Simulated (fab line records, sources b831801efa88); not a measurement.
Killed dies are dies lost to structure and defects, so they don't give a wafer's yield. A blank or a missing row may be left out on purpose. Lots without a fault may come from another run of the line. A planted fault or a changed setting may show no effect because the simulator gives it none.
Tool commonality check | flow gf180mcu | 10 lots, 30 wafers sampled

WHY IT WAS OPENED
At GF_LVPWELL_OVL_MEAS_07 the reading LVPWELL_OVL is flagged on 2 of 10 lots. Wafers without a fault read -0.7 nm, standard deviation 1.5.
Rule: a lot is flagged when every wafer of it that has a number lies more than 4 standard deviations from that mean, or none has a number. The other lots count as sound.

lot  | measured    | on         | LVPWELL_OVL (nm), wafer by wafer | flag
L818 | day 3 20:46 | overlay-02 | -0.7 -0.4 -1.4                   |
L819 | day 4 02:25 | overlay-01 | -2.0 -2.8 -2.6                   |
L823 | day 4 22:43 | overlay-02 | -1.1 0.2 0.1                     |
L828 | day 6 06:40 | overlay-02 | 203.8 205.0 204.7                | FLAGGED
L829 | day 6 10:43 | overlay-02 | 205.5 205.4 207.1                | FLAGGED
L833 | day 7 09:49 | overlay-01 | 0.9 -0.5 -1.2                    |
L836 | day 8 04:08 | overlay-02 | -1.5 -0.7 -1.9                   |
L837 | day 8 09:53 | overlay-02 | 2.2 0.7 2.0                      |
L838 | day 8 16:27 | overlay-02 | 0.6 0.6 0.9                      |
L839 | day 8 19:46 | overlay-01 | -1.4 0.0 -1.0                    |
The numbers of the flagged lots are 205.2 nm on average: +205.9 nm against the usual, or +99 or more standard deviations.

WHICH TOOL RAN EACH LOT
The record holds 1 process step before the reading, out of a route of 602 steps. In each cell: the tool, then ch and the chambers that the sampled wafers went through, then the start.
lot  | flag    | GF_LVPWELL_EXPOSE_04
L818 |         | iline_stepper-01 ch 0, day 3 15:24
L819 |         | iline_stepper-02 ch 0, day 3 20:11
L823 |         | iline_stepper-02 ch 0, day 4 16:10
L828 | FLAGGED | iline_stepper-02 ch 0, day 5 23:08
L829 | FLAGGED | iline_stepper-02 ch 0, day 6 03:50
L833 |         | iline_stepper-01 ch 0, day 7 02:08
L836 |         | iline_stepper-01 ch 0, day 7 20:06
L837 |         | iline_stepper-01 ch 0, day 8 01:33
L838 |         | iline_stepper-01 ch 0, day 8 08:14
L839 |         | iline_stepper-01 ch 0, day 8 11:58
What these steps do:
- GF_LVPWELL_EXPOSE_04: exposes mask LVPWELL, target cd 600 nm.
- GF_LVPWELL_OVL_MEAS_07

FLAGGED OVER TOTAL, TOOL BY TOOL (the gauges that took the reading come last)
step                   | tool             | lots run | flagged | share of the flagged lots | sound lots run after its first flagged lot
GF_LVPWELL_EXPOSE_04   | iline_stepper-01 | 6        | 0       | none                      | -
GF_LVPWELL_EXPOSE_04   | iline_stepper-02 | 4        | 2       | all                       | 0
GF_LVPWELL_OVL_MEAS_07 | overlay-01       | 3        | 0       | none                      | -
GF_LVPWELL_OVL_MEAS_07 | overlay-02       | 7        | 2       | all                       | 3 (L836,L837,L838)

WHAT THE TABLE ALLOWS
2 rows of the table ran every flagged lot: iline_stepper-02 at GF_LVPWELL_EXPOSE_04, overlay-02 at GF_LVPWELL_OVL_MEAS_07.
- iline_stepper-02 at GF_LVPWELL_EXPOSE_04: 2 of its 4 lots flagged. Its last sound lot is L823 (day 4 16:10), its first flagged lot L828 (day 5 23:08): a fault that began between those two fits.
- overlay-02 at GF_LVPWELL_OVL_MEAS_07: 2 of its 7 lots flagged. Sound lots ran on it after the first flagged one (L836, L837, L838), which a lasting fault on the whole tool wouldn't allow.
One tool is left: iline_stepper-02 at GF_LVPWELL_EXPOSE_04.

WHAT THE SIMULATOR HAD PUT IN
Scanner matching overlay: iline_stepper-02, from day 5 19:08 on, at GF_LVPWELL_EXPOSE_04. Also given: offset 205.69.
Lots struck among those shown: L828, L829. The rule above found the same.
